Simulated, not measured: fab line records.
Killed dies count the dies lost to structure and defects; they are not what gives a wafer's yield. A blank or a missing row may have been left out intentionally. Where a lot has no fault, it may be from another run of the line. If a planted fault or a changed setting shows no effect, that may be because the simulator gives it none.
Struck lot and sound lot, side by side	flow sky130	15 out of 708 route steps
Sound: these wafers, L273.1, L273.5, L273.6. The struck wafers were L276.1, L276.2, L276.5. The cause is named last.
For every step that has rows: the tool of each side, followed by ch and its chambers, followed by its first start. Under that, the readings that differ: sound wafers	struck wafers	difference of the means	sigmas: that difference in standard deviations of wafers without a fault.
alike: a reading whose means differ by less than 2 such deviations, as well as words and numbers matching on both sides. not compared: withheld readings; readings where some wafer has no value; bounds like >300 that might hide an equal value; numbers whose values overlap and for which the record gives no deviation.
A row with sigmas, a row that says differs or no value, or rows on one side alone: a step with any of these is where the two part. Numbers that don't overlap but have no deviation are shown without sigmas and don't part them. A reading that every wafer of one side lacks parts them only if that side has two wafers or more.

first, 7 steps without rows for these wafers: SKY_PAD_OPEN_DEHYDRATE_00 (time 60 s); SKY_PAD_OPEN_HMDS_01 (prime time 60 s); SKY_PAD_OPEN_COAT_02 (resist thk 3000 nm); SKY_PAD_OPEN_SOFTBAKE_03; SKY_PAD_OPEN_EXPOSE_04 (exposes mask PDM, target cd 60000 nm); SKY_PAD_OPEN_PEB_05; SKY_PAD_OPEN_DEVELOP_06 (develop time 60 s).
SKY_PAD_OPEN_ETCH_07: etches the open film in CF4/O2, stops on AlCu, target depth 725 nm, time 161.1 s.
  sound on rie-diel-04 ch 0,3, day 46 12:49; struck on rie-diel-02 ch 0,3, day 47 17:10
  alike: drypump-motor-current-A, oes-product-au, throttle-valve-pct
  not compared: rf-hours-counter-h
SKY_PAD_OPEN_STRIP_08: strips in O2/N2.
  sound on plasma-asher-02 ch 0,1, day 46 12:55; struck on plasma-asher-01 ch 0,1, day 47 17:16
reading	sound	struck	difference	sigmas
drypump-motor-current-A (A)	5.2 6.1 5.2	6.5 6.0 6.5	+0.8	+2
  alike: oes-product-au, strip-time-to-endpoint-s
  not compared: rf-hours-counter-h
then, 3 steps without rows for these wafers: SKY_PAD_OPEN_STRIP_09 (strips in post etch residue remover, time 1200 s); SKY_PAD_OPEN_CLEAN_10 (cleans in IPA, time 180 s); SKY_PAD_OPEN_CLEAN_11 (cleans in O3/DIW).
SKY_PAD_OPEN_ANNEAL_12:
  struck on furnace-02, day 47 17:52; sound on furnace-02 ch 0, day 46 13:55
  no value came back on the struck wafers for any of 5 readings (ramp-down-c-per-min, ramp-up-c-per-min and others); on the sound wafers ramp-down-c-per-min reads 3.9984 4.0006 4.0001
SKY_PAD_OPEN_BOW_MEAS_13:
  struck on film-metro-03, day 47 19:22; sound on film-metro-04, day 46 15:25
reading	sound	struck	difference	sigmas
PAD_OPEN_BOW (um)	50 45 49	105 112 104	+59	+8
SKY_PAD_OPEN_PROBE_99:
  struck on prober-01, day 47 19:29; sound on prober-01, day 46 15:32
reading	sound	struck	difference	sigmas
model.etest.res-xhigh-po.line-ohm-um	5772 5982 5628	6353 6488 6406	+622	
model.etest.nfet_16v.r-on-ohm-um	1.382e+04 1.394e+04 1.39e+04	1.456e+04 1.447e+04 1.438e+04	+5.833e+02	
model.etest.pfet_16v.r-on-ohm-um	1.486e+04 1.482e+04 1.485e+04	1.559e+04 1.56e+04 1.562e+04	+7.600e+02	
model.etest.res-xhigh-po.rs-ohm-sq	1996 2047 2002	2245 2303 2272	+258	
model.etest.pfet-g5v0d10v5.r-on-ohm-um	4645 4654 4694	5088 5006 5064	+388	
model.etest.pfet_01v8.r-on-ohm-um	2917 2898 2945	3176 3086 3154	+219	
model.etest.nfet-g5v0d10v5.r-on-ohm-um	1828 1830 1827	2019 1968 2016	+173	
model.etest.nfet_01v8.r-on-ohm-um	846 846.8 847.7	914.9 876 921	+57.1	
  alike: defect-limited-yield, killed_at_M0_to_M3, killed_at_M4_up, killed-at-contacts, killed-at-front-end, killed-at-other, killed-dies, killed-open, killed-short, sort_bin_3_pad_short, sort_bin_5_function, sort_bin_6_memory, sort-n-pass, sort-yield-pct

== WHERE THEY PART ==
Earliest at SKY_PAD_OPEN_STRIP_08; latest, in this record, at SKY_PAD_OPEN_BOW_MEAS_13. Later steps at which nothing parts them and some readings are alike: SKY_PAD_OPEN_PROBE_99.

WHY: the cause the simulator had injected
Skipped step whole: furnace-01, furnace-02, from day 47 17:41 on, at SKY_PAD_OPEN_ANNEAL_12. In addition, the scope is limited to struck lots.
